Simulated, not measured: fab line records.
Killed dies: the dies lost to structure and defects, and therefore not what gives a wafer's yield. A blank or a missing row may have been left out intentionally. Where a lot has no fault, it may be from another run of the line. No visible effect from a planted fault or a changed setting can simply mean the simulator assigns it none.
Struck lot and sound lot, side by side ; flow sfq_line ; 25 steps out of a route of 325
Sound: wafers L243.1, L243.2, L243.5. Struck: wafer L251.1. (L251.5, L251.6 of the same lot were not struck and are left out.) The cause comes at the end.
Each step with rows lists, per side, the tool, then ch with its chambers, then its first start. Under that, the readings that differ: sound wafers ; struck wafers ; difference of the means ; sigmas: that difference in standard deviations of wafers without a fault.
alike: words and numbers the same on both sides, and readings whose means are apart by under 2 such deviations; not compared: readings that were withheld, readings missing a value for some wafer, numbers with overlapping values and no deviation given by the record, and bounds like >300 which may hide the same value.
Wherever a step has rows on one side only, a row that says differs or no value, or a row with sigmas, the two part there. When numbers do not overlap yet have no deviation, they are printed without sigmas and do not part them. A reading missing from all wafers of one side parts the sides only when that side holds two or more wafers.

first, 6 steps without rows for these wafers: SFQ_TRILAYER_M7_LITHO_COAT_182 (resist thk 62 nm); SFQ_TRILAYER_M7_LITHO_COAT_177 (resist thk 600 nm); SFQ_TRILAYER_M7_LITHO_SOFTBAKE_181; SFQ_TRILAYER_M7_LITHO_EXPOSE_178 (exposes mask M7, target cd 500 nm); SFQ_TRILAYER_M7_LITHO_PEB_180 (peb time 60 s); SFQ_TRILAYER_M7_LITHO_DEVELOP_179 (time 60 s).
SFQ_M7_OVL_MEAS_945:
  sound: overlay-02 at day 83 23:52; struck: overlay-01 at day 86 21:35
  alike: M7_OVL
SFQ_TRILAYER_M7_BARC_OPEN_METAL_ETCH_229: etches BARC in O2, target depth 125 nm, time 41.7 s.
  sound on rie_metal-01 ch 0,1, day 83 23:54; struck on rie_metal-01 ch 1, day 86 21:37
  alike: chamber_pressure_mTorr, drypump_motor_current_A, oes_product_au
  not compared: rf_hours_counter_h
SFQ_TRILAYER_M7_ETCH_METAL_ETCH_180: etches Nb in Cl2/Ar, stops on SiO2, target depth 240 nm, time 120 s.
  sound on rie_metal-01 ch 0,1, day 83 23:58; struck on rie_metal-01 ch 1, day 86 21:41
  alike: chamber_pressure_mTorr, drypump_motor_current_A, oes_product_au
  not compared: rf_hours_counter_h
SFQ_TRILAYER_M7_STRIP_STRIP_181: strips in O2.
  sound on rie_metal-01 ch 0,1, day 84 00:05; struck on rie_metal-01 ch 1, day 86 21:49
  alike: chamber_pressure_mTorr, drypump_motor_current_A, oes_product_au
  not compared: rf_hours_counter_h
then, 1 step without rows for these wafers: SFQ_TRILAYER_M7_STRIP_SOLV_CLEAN_182 (cleans in NMP, time 600 s).
SFQ_TRILAYER_I7_DEP_PECVD_183: deposits SiO2 from SiH4/N2O, time 111.11 s, target thk 500 nm.
  sound on pecvd-02 ch 0,2, day 84 00:53; struck on pecvd-02 ch 1, day 86 22:35
  alike: heater_power_w, throttle_valve_pct
SFQ_TRILAYER_I7_CMP_CMP_184: polishes SiO2.
  sound on cmp-01 ch 0,1,3, day 84 00:57; struck on cmp-02 ch 1, day 86 23:40
reading;sound;struck;difference;sigmas
time_to_endpoint_s (s);209 209 221;158;-55;-8
model.SiO2_of_TRILAYER_I7_DEP_PECVD_183.thk_nm (nm);199.8 200.1 200.7;251;+51;
  alike: motor_current_A
SFQ_I7_BOW_MEAS_946:
  sound: film_metro-01 at day 84 03:57; struck: film_metro-02 at day 87 01:40
  alike: I7_BOW
SFQ_TRILAYER_I7_METRO_MEASURE_185:
  sound: film_metro-01 at day 84 04:04; struck: film_metro-02 at day 87 01:47
reading;sound;struck;difference;sigmas
thk_nm (nm);199.7 200.2 200.5;251.0;+50.9;+57
then, 6 steps without rows for these wafers: SFQ_TRILAYER_I7_VIA_LITHO_COAT_192 (resist thk 62 nm); SFQ_TRILAYER_I7_VIA_LITHO_COAT_187 (resist thk 650 nm); SFQ_TRILAYER_I7_VIA_LITHO_SOFTBAKE_191; SFQ_TRILAYER_I7_VIA_LITHO_EXPOSE_188 (exposes mask I7, target cd 1000 nm); SFQ_TRILAYER_I7_VIA_LITHO_PEB_190 (peb time 60 s); SFQ_TRILAYER_I7_VIA_LITHO_DEVELOP_189 (time 60 s).
-- the record jumps here: 4 days lie between the struck wafers' starts before and after --
SFQ_I7_OVL_MEAS_947:
  sound: overlay-02 at day 88 07:26; struck: overlay-01 at day 90 21:25
  alike: I7_OVL
SFQ_TRILAYER_I7_VIA_BARC_OPEN_VIA_ETCH_260: etches BARC in O2, target depth 125 nm, time 41.7 s.
  sound on rie_diel-04 ch 1,3, day 88 07:28; struck on rie_diel-03 ch 2, day 90 21:28
reading;sound;struck;difference;sigmas
drypump_motor_current_A (A);5.4 4.7 5.4;6.4;+1.2;+2
  alike: chamber_pressure_mTorr, oes_product_au
  not compared: rf_hours_counter_h
SFQ_TRILAYER_I7_VIA_ETCH_VIA_ETCH_190: etches SiO2 in CHF3, stops on Nb, target depth 260 nm.
  sound on rie_diel-04 ch 1,3, day 88 07:31; struck on rie_diel-03 ch 2, day 90 21:30
reading;sound;struck;difference;sigmas
chamber_pressure_mTorr (mTorr);29.964 29.932 29.970;30.035;+0.080;+3
drypump_motor_current_A (A);5.4 4.7 5.4;6.4;+1.2;+2
oes_product_au (a.u.);0.859 0.860 0.857;0.977;+0.118;+24
model.I7.feature_depth_nm (nm);199.8 200.1 200.7;251;+51;
model.etch.depth_nm (nm);199.8 200.1 200.7;251;+51;
then, 1 step without rows for these wafers: SFQ_TRILAYER_I7_VIA_STRIP_STRIP_191 (strips in O2).

WHERE THEY PART
At SFQ_TRILAYER_I7_CMP_CMP_184 first; at SFQ_TRILAYER_I7_VIA_ETCH_VIA_ETCH_190 last (within this record only).

WHY: what the simulator had put in
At SFQ_TRILAYER_I7_CMP_CMP_184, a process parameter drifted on cmp-02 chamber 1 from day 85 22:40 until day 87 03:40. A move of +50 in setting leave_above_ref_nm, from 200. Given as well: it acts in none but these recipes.
